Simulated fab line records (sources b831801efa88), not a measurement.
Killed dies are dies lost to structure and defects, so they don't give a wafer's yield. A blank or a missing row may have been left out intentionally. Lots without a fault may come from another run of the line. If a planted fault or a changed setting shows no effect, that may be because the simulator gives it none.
Which tool is to blame? || flow gf180mcu || 7 lots, 21 wafers sampled, at 1 step of a route of 602

== WHAT THE GAUGES SHOWED, per wafer ==
GF_M2_THK_MEAS_06: measures by xrf.
{"lot": "L317", "measured": "day 19 09:01", "on": "film_metro-02", "M2_ALCU_THK (nm)": "446 444 454"}
{"lot": "L319", "measured": "day 20 03:13", "on": "film_metro-02", "M2_ALCU_THK (nm)": "439 449 441"}
{"lot": "L324", "measured": "day 22 01:40", "on": "film_metro-04", "M2_ALCU_THK (nm)": "426 440 443"}
{"lot": "L326", "measured": "day 22 15:36", "on": "film_metro-04", "M2_ALCU_THK (nm)": "444 445 449"}
{"lot": "L328", "measured": "day 23 11:52", "on": "film_metro-01", "M2_ALCU_THK (nm)": "454 439 451"}
{"lot": "L334", "measured": "day 25 08:11", "on": "film_metro-02", "M2_ALCU_THK (nm)": "451 454 446"}
{"lot": "L336", "measured": "day 25 20:38", "on": "film_metro-02", "M2_ALCU_THK (nm)": "436 433 432"}

== TOOL THAT RAN EACH LOT (tool first, then ch and the chambers of the sampled wafers, then the start) ==
The record holds no process step before these readings.

== THE ANSWER, worked out from the rows above alone ==
Rule: the usual values come from the lots themselves. Put in order of their means at a reading, lots are off if they are a third of the lots or fewer, leave a main group of 4 or more, and stand apart from it by a gap of 3 or more times the standard deviation of the main group's means; of several such gaps the widest counts. The tables above print the reading to a certain number of digits; a main group whose means all agree to those digits is not used. Also off: a lot with no number at a reading for which 4 or more lots have one. All remaining lots with rows at the step are treated as sound.
None of the lots is off at any reading shown; this tells nothing.

== WHAT THE SIMULATOR HAD INSERTED ==
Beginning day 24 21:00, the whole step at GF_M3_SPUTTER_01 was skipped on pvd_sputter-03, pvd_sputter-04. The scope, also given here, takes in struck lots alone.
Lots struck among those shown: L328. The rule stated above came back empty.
